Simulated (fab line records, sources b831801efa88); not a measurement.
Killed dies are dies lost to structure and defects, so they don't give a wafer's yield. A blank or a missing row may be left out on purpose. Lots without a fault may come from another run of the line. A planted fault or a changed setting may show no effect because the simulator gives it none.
A struck lot beside a sound one | flow sky130 | 34 steps out of a route of 708
Sound: wafers L677.3, L677.5, L677.6. Struck: wafers L690.2, L690.3, L690.6. The cause comes at the end.
At each step with rows: each side's tool, then ch and its chambers, then its first start. Under that, the readings that differ: sound wafers | struck wafers | difference of the means | sigmas: that difference in standard deviations of wafers without a fault.
alike: readings whose means differ by less than 2 such deviations, and words and numbers that are the same on both sides. not compared: withheld readings, readings that some wafer has no value for, bounds like >300 that may hide the same value, and numbers for which the record gives no deviation and whose values overlap.
The two part at a step that has a row with sigmas, a row that says differs or no value, or rows on one side only. Numbers that don't overlap but have no deviation are shown without sigmas and don't part them. A reading that every wafer of one side lacks parts them only if that side has two wafers or more.

first, 9 steps without rows for these wafers: SKY_METAL2_DEHYDRATE_07 (time 60 s); SKY_METAL2_HMDS_08 (prime time 60 s); SKY_METAL2_COAT_09 (resist thk 60 nm); SKY_METAL2_COAT_10 (resist thk 450 nm); SKY_METAL2_SOFTBAKE_11 (time 90 s); SKY_METAL2_EXPOSE_12 (exposes mask MM2, target cd 140 nm); SKY_METAL2_PEB_13; SKY_METAL2_DEVELOP_14 (develop time 60 s); SKY_METAL2_DESCUM_17 (chemistry O2, time 8 s).
SKY_METAL2_ETCH_18: etches BARC in N2/H2, stops on SiO2, time 45.9 s, target depth 60 nm.
  sound on rie_metal-01 ch 0,1, day 37 22:43; struck on rie_metal-01 ch 1, day 41 11:12
  alike: drypump_motor_current_A, n2_flow_sccm, oes_product_au, rf_fwd_power_W, throttle_valve_pct
  not compared: rf_hours_counter_h
then, 23 steps without rows for these wafers: SKY_METAL2_METAL_ETCH_19 (etches the open film in Cl2/BCl3, stops on SiO2, target depth 360 nm, time 78 s); SKY_METAL2_STRIP_20 (strips in O2/N2); SKY_METAL2_STRIP_21 (strips in post etch residue remover, time 1200 s); SKY_METAL2_CLEAN_22 (cleans in IPA, time 180 s); SKY_METAL2_CLEAN_23 (cleans in O3/DIW); SKY_VIA2_HDPCVD_00 (deposits SiO2, target thk 1180 nm, time 203.1 s); SKY_VIA2_CMP_02 (polishes SiO2); SKY_VIA2_DEHYDRATE_04 (time 60 s); SKY_VIA2_HMDS_05 (prime time 60 s); SKY_VIA2_COAT_06 (resist thk 60 nm); SKY_VIA2_COAT_07 (resist thk 450 nm); SKY_VIA2_SOFTBAKE_08 (time 90 s); SKY_VIA2_EXPOSE_09 (exposes mask VIM2, target cd 200 nm); SKY_VIA2_PEB_10; SKY_VIA2_DEVELOP_11 (develop time 60 s); SKY_VIA2_ETCH_14 (etches BARC in N2/H2, stops on SiO2, time 45.9 s, target depth 60 nm); SKY_VIA2_ETCH_15 (etches SiO2 in C4F8/O2/Ar, stops on TiN, target depth 546 nm, time 84 s); SKY_VIA2_STRIP_16 (strips in O2/N2); SKY_VIA2_STRIP_17 (strips in post etch residue remover, time 1200 s); SKY_VIA2_CLEAN_18 (cleans in IPA, time 180 s); SKY_VIA2_CLEAN_19 (cleans in O3/DIW); SKY_VIA2_SPUTTER_20 (material TiN, target thk 20 nm, time 80 s); SKY_VIA2_CVD_21 (deposits W, target thk 420 nm, time 126.4 s).
-- the record jumps here: 9 days lie between the struck wafers' starts before and after (it left off in module VIA2 and takes up again in module PAD_OPEN, whose first step shown is number 708 of the route) --
SKY_PAD_OPEN_PROBE_99:
  sound on prober-01, day 47 21:26; struck on prober-02, day 50 13:58
  reading                               | sound             | struck            | difference | sigmas
  defect_limited_yield (%)              | 84.6 81.9 82.3    | 79.5 75.2 72.8    | -7.1       | -4
  killed_at_M0_to_M3                    | 27 41 45          | 64 81 78          | +37        | +5
  killed_at_front_end                   | 19 24 27          | 7 11 19           | -11        | -2
  killed_dies                           | 76 89 87          | 101 122 134       | +35        | +4
  sort_bin_3_pad_short (%)              | 0.6 0.8 1.2       | 1.4 2.6 1.4       | +0.9       | +2
  sort_bin_5_function (%)               | 9.3 9.8 11.8      | 14.0 15.2 18.1    | +5.5       | +4
  sort_n_pass                           | 416 403 405       | 391 370 358       | -35        | -4
  sort_yield_pct (%)                    | 84.6 81.9 82.3    | 79.5 75.2 72.8    | -7.1       | -4
  model.etest.tester.sort_n_pass        | 416 403 405       | 391 370 358       | -35        |
  model.etest.tester.sort_yield_pct (%) | 84.55 81.91 82.32 | 79.47 75.2 72.76  | -7.12      |
  model.etest.tester.sort_bin_5_pct (%) | 9.35 9.756 11.79  | 14.02 15.24 18.09 | +5.48      |
  model.etest.tester.sort_bin_3_pct (%) | 0.6098 0.813 1.22 | 1.423 2.642 1.423 | +0.948     |
  alike: killed_at_M4_up, killed_at_contacts, killed_at_other, killed_open, killed_short, sort_bin_6_memory

WHERE THEY PART
Only at SKY_PAD_OPEN_PROBE_99, within this record.

WHY: what the simulator had put in
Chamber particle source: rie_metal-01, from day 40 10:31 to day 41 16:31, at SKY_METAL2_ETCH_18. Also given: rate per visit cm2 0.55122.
